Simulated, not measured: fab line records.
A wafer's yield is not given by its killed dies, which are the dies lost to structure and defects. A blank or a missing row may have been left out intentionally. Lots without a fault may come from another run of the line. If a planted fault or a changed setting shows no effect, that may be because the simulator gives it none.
Problem report in the 8D (eight disciplines) form, filled by code + flow gf180mcu + the parts of the form that need people (team, actions taken, sign-off) are left out

## 1. THE PROBLEM
V2_W_RS at GF_V2_RS_MEAS_24 reads a mean of 0.446 ohm/sq on 3 wafers of 2 lots; wafers without a fault read 0.327 ohm/sq with a standard deviation of 0.0044. Measured from the usual mean, that is +27 standard deviations.
The step: measures by four-point-probe.
The first sign was on wafer L240.1 at day 21 06:01, on film-metro-04. The record holds 33 wafers of 11 lots with a number at this step. Rule for "out" (also "out of limits"): further than 4 standard deviations from the usual mean. Any other wafer with a number is counted as sound.

## 2. WHAT IT IS; WHAT IT IS NOT
| question                    | is                           | is not                                                                                                              |
|-----------------------------|------------------------------|---------------------------------------------------------------------------------------------------------------------|
| which readings at this step | V2_W_RS                      | -                                                                                                                   |
| which lots                  | L240, L241                   | L238, L250, L251, L252, L254, L257, L258, L259, L261                                                                |
| which wafers of those lots  | L240.1, L241.1, L241.6       | L240.3, L240.5, L241.5                                                                                              |
| read on which gauges        | film-metro-03, film-metro-04 | film-metro-01                                                                                                       |
| when                        | from day 21 06:01            | up to then (5 sound wafers); but 25 sound wafers of L241, L250, L251, L252, L254, L257, L258, L259, L261 came after |

## 3. THE SUSPECTS, EACH WITH WHAT RULES IT OUT
Counting: any tool at a process step up to the reading remains a suspect provided it ran every lot that is out. Sound lots after the first of them don't rule it out here, since some wafers of a struck lot are sound.
- the gauge at GF_V2_RS_MEAS_24: ruled out. Those wafers that are out were read across 2 gauges (film-metro-03, film-metro-04).
- pvd-sputter-03 at GF_V1_SPUTTER_21 (material Ti, target thk 15 nm, time 80.02 s): kept. Every lot that is out went through it, the first being L240 (day 19 01:11); the last sound lot it ran before that was L238 (day 18 02:25).
- cvd-w-02 at GF_V2_CVD_23 (deposits W, target thk 350 nm, time 104.94 s): kept. Every lot that is out went through it, the first being L240 (day 21 05:54); the last sound lot it ran before that was L238 (day 20 06:11).
After counting, pvd-sputter-03 at GF_V1_SPUTTER_21 and cvd-w-02 at GF_V2_CVD_23 remain.

## 4. THE CAUSE (what the simulator had put in)
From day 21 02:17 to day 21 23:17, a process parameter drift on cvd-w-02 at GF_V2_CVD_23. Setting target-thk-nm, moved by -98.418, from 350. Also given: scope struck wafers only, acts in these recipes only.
This tool is one of the 2 suspects left after counting.

## 5. THE CHAIN OF EFFECTS, in route order
Each row: a reading whose mean over the struck wafers that have a number lies more than 3 standard deviations from the usual. Only readings whose record carries a usual standard deviation are examined. hours: median over the lots of the time between each lot's start at the first step of this table that gives one and its start at this step. sigmas: the change, counted in usual standard deviations.
| hours | step              | reading            | usual        | on struck wafers | change | sigmas |
|-------|-------------------|--------------------|--------------|------------------|--------|--------|
| 0     | GF_V2_RS_MEAS_24  | V2_W_RS            | 0.327 ohm/sq | 0.446            | +0.119 | +27    |
| 0     | GF_V2_THK_MEAS_25 | V2_W_THK           | 347 nm       | 255              | -92    | -16    |
| 0     | GF_V2_CMP_26      | time-to-endpoint-s | 86 s         | 61               | -25    | -8.4   |
Its process steps:
- GF_V2_CMP_26: polishes, stops on SiO2, t overpolish 15 s, target thk 0 nm.

## 6. WHAT WOULD HAVE CAUGHT IT SOONER
4 hours passed between the start of the fault at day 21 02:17 and the first reading out of limits at a measuring or inspecting step in this record, taken at day 21 06:01.
Of the tool readings at GF_V2_CVD_23 for which the record gives a usual standard deviation, none was out on any struck wafer, so an alarm limit of 4 standard deviations on them would not have fired.
L241, from the lots that are out (2), started GF_V2_CVD_23 on cvd-w-02 later than day 21 06:01. It would have been spared by a hold on the tool at that moment.
